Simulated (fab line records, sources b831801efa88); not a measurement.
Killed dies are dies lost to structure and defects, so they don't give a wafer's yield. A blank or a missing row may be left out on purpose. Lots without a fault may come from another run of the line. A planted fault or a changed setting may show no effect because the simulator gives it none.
A struck lot beside a sound one | flow gf180mcu | 46 steps out of a route of 602
Sound: wafers L797.1, L797.2, L797.3. Struck: wafer L807.4. (L807.5 of the same lot was not struck and is left out.) The cause comes at the end.
At each step with rows: each side's tool, then ch and its chambers, then its first start. Under that, the readings that differ: sound wafers | struck wafers | difference of the means | sigmas: that difference in standard deviations of wafers without a fault.
alike: readings whose means differ by less than 2 such deviations, and words and numbers that are the same on both sides. not compared: withheld readings, readings that some wafer has no value for, bounds like >300 that may hide the same value, and numbers for which the record gives no deviation and whose values overlap.
The two part at a step that has a row with sigmas, a row that says differs or no value, or rows on one side only. Numbers that don't overlap but have no deviation are shown without sigmas and don't part them. A reading that every wafer of one side lacks parts them only if that side has two wafers or more.

first, 5 steps without rows for these wafers: GF_MVSD_COAT_02 (resist thk 3000 nm); GF_MVSD_SOFTBAKE_03; GF_MVSD_EXPOSE_04 (exposes mask MVSD, target cd 1000 nm); GF_MVSD_PEB_05; GF_MVSD_DEVELOP_06 (develop time 60 s).
GF_MVSD_OVL_MEAS_07:
  sound on overlay-01, day 4 14:34; struck on overlay-01, day 7 02:14
  alike: MVSD_OVL
then, 2 steps without rows for these wafers: GF_MVSD_IMPLANT_08; GF_MVSD_IMPLANT_09.
GF_MVSD_STRIP_10: strips in O2/N2.
  sound on plasma_asher-01 ch 0,1, day 4 14:55; struck on plasma_asher-04 ch 1, day 7 02:35
  alike: drypump_motor_current_A, heater_power_w, oes_product_au, strip_time_to_endpoint_s
  not compared: rf_hours_counter_h
GF_MVSD_TW_MEAS_11:
  sound on film_metro-03, day 4 15:01; struck on film_metro-03, day 7 02:41
  alike: MVSD_TW
then, 2 steps without rows for these wafers: GF_MVPSD_DEHYDRATE_00 (time 60 s); GF_MVPSD_HMDS_01 (prime time 60 s).
GF_MVPSD_COAT_02: resist thk 3000 nm.
  sound on litho_track-04 ch 0, day 4 21:56; struck on litho_track-04 ch 0, day 7 10:24
  reading                                 | sound          | struck | difference | sigmas
  model.coat_of_MVPSD_COAT_02.thk_nm (nm) | 2991 2997 3001 | 388.6  | -2607.7    |
then, 3 steps without rows for these wafers: GF_MVPSD_SOFTBAKE_03; GF_MVPSD_EXPOSE_04 (exposes mask MVPSD, target cd 1000 nm); GF_MVPSD_PEB_05.
GF_MVPSD_DEVELOP_06: develop time 60 s.
  sound on litho_track-04 ch 0; struck on litho_track-03 ch 0
  reading                                 | sound          | struck | difference | sigmas
  model.coat_of_MVPSD_COAT_02.thk_nm (nm) | 2990 2996 3000 | 387.6  | -2607.7    |
GF_MVPSD_OVL_MEAS_07:
  sound on overlay-01, day 5 04:41; struck on overlay-01, day 7 18:33
  reading        | sound          | struck | difference | sigmas
  MVPSD_OVL (nm) | -0.3 -3.0 -2.7 | 1.2    | +3.2       | +2
then, 2 steps without rows for these wafers: GF_MVPSD_IMPLANT_08; GF_MVPSD_IMPLANT_09.
GF_MVPSD_STRIP_10: strips in O2/N2.
  sound on plasma_asher-02 ch 0,1, day 5 05:01; struck on plasma_asher-04 ch 1, day 7 18:54
  reading                      | sound             | struck | difference | sigmas
  oes_product_au (a.u.)        | 0.721 0.726 0.725 | 0.469  | -0.255     | -57
  strip_time_to_endpoint_s (s) | 36.83 36.92 36.95 | 5.62   | -31.28     | -99 or more
  alike: drypump_motor_current_A, heater_power_w
  not compared: rf_hours_counter_h
GF_MVPSD_TW_MEAS_11:
  sound on film_metro-03, day 5 05:07; struck on film_metro-02, day 7 19:00
  alike: MVPSD_TW
then, 7 steps without rows for these wafers: GF_VT_IMPLANT_DEHYDRATE_00 (time 60 s); GF_VT_IMPLANT_HMDS_01 (prime time 60 s); GF_VT_IMPLANT_COAT_02 (resist thk 1000 nm); GF_VT_IMPLANT_SOFTBAKE_03 (time 60 s); GF_VT_IMPLANT_EXPOSE_04 (exposes mask LVPWELL LV AREA, target cd 600 nm); GF_VT_IMPLANT_PEB_05; GF_VT_IMPLANT_DEVELOP_06 (develop time 60 s).
GF_VT_IMPLANT_OVL_MEAS_07:
  sound on overlay-02, day 5 19:07; struck on overlay-01, day 8 11:15
  alike: VT_IMPLANT_OVL
then, 1 step without rows for these wafers: GF_VT_IMPLANT_IMPLANT_08.
GF_VT_IMPLANT_STRIP_09: strips in O2/N2.
  sound on plasma_asher-02 ch 0,1, day 5 19:19; struck on plasma_asher-03 ch 1, day 8 11:27
  alike: drypump_motor_current_A, heater_power_w, oes_product_au, strip_time_to_endpoint_s
  not compared: rf_hours_counter_h
GF_VT_IMPLANT_TW_MEAS_10:
  sound on film_metro-01, day 5 19:25; struck on film_metro-02, day 8 11:33
  reading       | sound       | struck | difference | sigmas
  VT_IMPLANT_TW | 568 565 565 | 703    | +137       | +40
then, 7 steps without rows for these wafers: GF_VT_IMPLANT_DEHYDRATE_11 (time 60 s); GF_VT_IMPLANT_HMDS_12 (prime time 60 s); GF_VT_IMPLANT_COAT_13 (resist thk 1000 nm); GF_VT_IMPLANT_SOFTBAKE_14 (time 60 s); GF_VT_IMPLANT_EXPOSE_15 (exposes mask Nwell LV AREA, target cd 860 nm); GF_VT_IMPLANT_PEB_16; GF_VT_IMPLANT_DEVELOP_17 (develop time 60 s).
GF_VT_IMPLANT_OVL_MEAS_18:
  sound on overlay-01, day 6 10:05; struck on overlay-02, day 9 03:32
  alike: VT_IMPLANT_01_OVL
then, 1 step without rows for these wafers: GF_VT_IMPLANT_IMPLANT_19.
GF_VT_IMPLANT_TW_MEAS_21:
  sound on film_metro-01, day 6 10:23; struck on film_metro-01, day 9 03:50
  reading         | sound          | struck | difference | sigmas
  VT_IMPLANT_2_TW | 1227 1225 1220 | 1262   | +38        | +5
GF_VT_IMPLANT_TW_MEAS_32:
  sound on film_metro-01, day 7 01:43; struck on film_metro-01, day 9 21:09
  reading         | sound             | struck | difference | sigmas
  VT_IMPLANT_3_TW | 269.2 269.7 269.6 | 585.8  | +316.3     | +99 or more
GF_VT_IMPLANT_TW_MEAS_43:
  sound on film_metro-02, day 7 17:31; struck on film_metro-01, day 10 14:42
  reading         | sound       | struck | difference | sigmas
  VT_IMPLANT_4_TW | 690 695 691 | 804    | +112       | +24
-- the record jumps here: 21 days lie between the struck wafers' starts before and after (it left off in module VT_IMPLANT and takes up again in module PASSIVATION, whose first step shown is number 602 of the route) --
GF_PASSIVATION_PROBE_99:
  the record has rows for the struck wafers here (prober-02, day 32 02:07) and none for the sound ones

WHERE THEY PART
First at GF_MVPSD_OVL_MEAS_07; last, within this record, at GF_PASSIVATION_PROBE_99.

WHY: what the simulator had put in
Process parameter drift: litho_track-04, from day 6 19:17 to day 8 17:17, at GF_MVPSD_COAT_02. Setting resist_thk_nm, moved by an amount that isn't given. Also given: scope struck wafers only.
